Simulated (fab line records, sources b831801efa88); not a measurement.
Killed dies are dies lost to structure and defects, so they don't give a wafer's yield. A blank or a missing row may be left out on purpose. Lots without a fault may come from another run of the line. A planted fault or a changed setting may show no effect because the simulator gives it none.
A struck lot beside a sound one | flow gf180mcu | 36 steps out of a route of 602
Sound: wafers L598.2, L598.3, L598.5. Struck: wafer L607.6. (L607.2, L607.5 of the same lot were not struck and are left out.) The cause comes at the end.
At each step with rows: each side's tool, then ch and its chambers, then its first start. Under that, the readings that differ: sound wafers | struck wafers | difference of the means | sigmas: that difference in standard deviations of wafers without a fault.
alike: readings whose means differ by less than 2 such deviations, and words and numbers that are the same on both sides. not compared: withheld readings, readings that some wafer has no value for, bounds like >300 that may hide the same value, and numbers for which the record gives no deviation and whose values overlap.
The two part at a step that has a row with sigmas, a row that says differs or no value, or rows on one side only. Numbers that don't overlap but have no deviation are shown without sigmas and don't part them. A reading that every wafer of one side lacks parts them only if that side has two wafers or more.

first, 2 steps without rows for these wafers: GF_M3_PEB_12 (peb time 90 s); GF_M3_DEVELOP_13 (develop time 60 s).
GF_M3_CD_MEAS_14: target cd 280 nm.
  sound on cd_sem-02, day 23 10:15; struck on cd_sem-02, day 25 12:41
  alike: cd_nm
GF_M3_OVL_MEAS_15:
  sound on overlay-02, day 23 10:21; struck on overlay-02, day 25 12:47
  alike: M3_OVL
GF_M3_METAL_ETCH_16: etches the open film in Cl2/BCl3, stops on SiO2, target depth 750.8 nm, time 125.1 s.
  sound on rie_metal-02 ch 0,1, day 23 10:23; struck on rie_metal-04 ch 0, day 25 12:49
  alike: drypump_motor_current_A, oes_product_au, rf_fwd_power_W, throttle_valve_pct
  not compared: rf_hours_counter_h
then, 4 steps without rows for these wafers: GF_M3_STRIP_17 (strips in O2/N2); GF_M3_STRIP_18 (strips in post etch residue remover, time 1200 s); GF_M3_CLEAN_19 (cleans in DIW); GF_V3_CVD_00 (deposits SiO2, target thk 600 nm, time 100 s).
GF_V3_THK_MEAS_01:
  sound on film_metro-01, day 23 11:08; struck on film_metro-01, day 25 13:34
  alike: V3_CVD_00_THK
then, 1 step without rows for these wafers: GF_V3_CVD_02 (deposits SiO2 from TEOS, target thk 850 nm, time 94.851 s).
GF_V3_THK_MEAS_03:
  sound on film_metro-02, day 23 11:16; struck on film_metro-01, day 25 13:42
  alike: V3_CVD_02_THK
GF_V3_CMP_04: polishes SiO2.
  sound on cmp-02 ch 0,1,2, day 23 11:32; struck on cmp-02 ch 3, day 25 13:54
  reading                             | sound           | struck | difference | sigmas
  time_to_endpoint_s (s)              | 78 79 80        | 104    | +25        | +5
  model.SiO2_of_V3_CVD_02.thk_nm (nm) | 633 632.6 632.6 | 570.1  | -62.6      |
  alike: head_pressure_psi, motor_current_A, retaining_ring_pressure_frac
GF_V3_BOW_MEAS_05:
  sound on film_metro-04, day 23 11:49; struck on film_metro-01, day 25 14:05
  alike: V3_BOW
then, 8 steps without rows for these wafers: GF_V3_DEHYDRATE_06 (time 60 s); GF_V3_HMDS_07 (prime time 60 s); GF_V3_COAT_08; GF_V3_COAT_09 (resist thk 1000 nm); GF_V3_SOFTBAKE_10 (time 60 s); GF_V3_EXPOSE_11 (exposes mask Via3, target cd 260 nm); GF_V3_PEB_12 (peb time 90 s); GF_V3_DEVELOP_13 (develop time 60 s).
GF_V3_CD_MEAS_14: target cd 260 nm.
  sound on cd_sem-02, day 24 06:26; struck on cd_sem-02, day 26 11:19
  alike: cd_nm
GF_V3_OVL_MEAS_15:
  sound on overlay-01, day 24 06:32; struck on overlay-02, day 26 11:25
  alike: V3_OVL
GF_V3_ETCH_16: etches BARC in N2/H2.
  sound on rie_diel-03 ch 0,1,3, day 24 06:34; struck on rie_diel-04 ch 2, day 26 11:27
  alike: drypump_motor_current_A, oes_product_au, rf_fwd_power_W, throttle_valve_pct
GF_V3_ETCH_17: etches SiO2 in C4F8/O2/Ar, stops on TiN, target depth 635 nm.
  sound on rie_diel-03 ch 0,1,3; struck on rie_diel-04 ch 2
  reading                        | sound             | struck | difference | sigmas
  oes_product_au (a.u.)          | 0.864 0.865 0.861 | 0.805  | -0.058     | -12
  model.V3.feature_depth_nm (nm) | 633 632.6 632.6   | 570.1  | -62.6      |
  model.etch.depth_nm (nm)       | 633 632.6 632.6   | 570.1  | -62.6      |
  alike: rf_fwd_power_W
then, 3 steps without rows for these wafers: GF_V3_STRIP_18 (strips in O2/N2); GF_V3_STRIP_19 (strips in post etch residue remover, time 1200 s); GF_V3_CLEAN_20 (cleans in DIW).
GF_V3_SPUTTER_21: material Ti, target thk 15 nm, time 80.02 s.
  sound on pvd_sputter-02, day 24 07:19; struck on pvd_sputter-01, day 26 12:07
  alike: throttle_valve_pct
GF_V3_SPUTTER_22: material TiN, target thk 10 nm, time 40 s.
  sound on pvd_sputter-02, day 24 07:23; struck on pvd_sputter-01, day 26 12:11
  alike: throttle_valve_pct
GF_V3_CVD_23: deposits W, target thk 350 nm, time 104.9 s.
  sound on cvd_w-01 ch 0, day 24 07:25; struck on cvd_w-01 ch 0, day 26 12:13
  alike: heater_power_w, susceptor_temp_C
GF_V3_RS_MEAS_24: measures by four-point-probe.
  sound on film_metro-01, day 24 07:33; struck on film_metro-01, day 26 12:21
  alike: V3_W_RS
GF_V3_THK_MEAS_25: measures by xrf.
  sound on film_metro-01, day 24 07:40; struck on film_metro-01, day 26 12:28
  alike: V3_W_THK
GF_V3_CMP_26: polishes, stops on SiO2, t overpolish 15 s, target thk 0 nm.
  sound on cmp-02 ch 0,2, day 24 07:46; struck on cmp-01 ch 1, day 26 12:40
  reading                             | sound             | struck | difference | sigmas
  model.SiO2_of_V3_CVD_02.thk_nm (nm) | 629.3 628.8 628.8 | 566.3  | -62.7      |
  alike: head_pressure_psi, motor_current_A, retaining_ring_pressure_frac
then, 1 step without rows for these wafers: GF_M4_SPUTTER_00 (material Ti, target thk 37.5 nm, time 150 s).

WHERE THEY PART
First at GF_V3_CMP_04; last, within this record, at GF_V3_ETCH_17. Later steps at which nothing parts them and some readings are alike: GF_V3_SPUTTER_21, GF_V3_SPUTTER_22, GF_V3_CVD_23, GF_V3_RS_MEAS_24, GF_V3_THK_MEAS_25, GF_V3_CMP_26.

WHY: what the simulator had put in
Process parameter drift: cmp-02, from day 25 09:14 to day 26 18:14, at GF_V3_CMP_04. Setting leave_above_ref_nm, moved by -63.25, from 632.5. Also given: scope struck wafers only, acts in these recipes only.
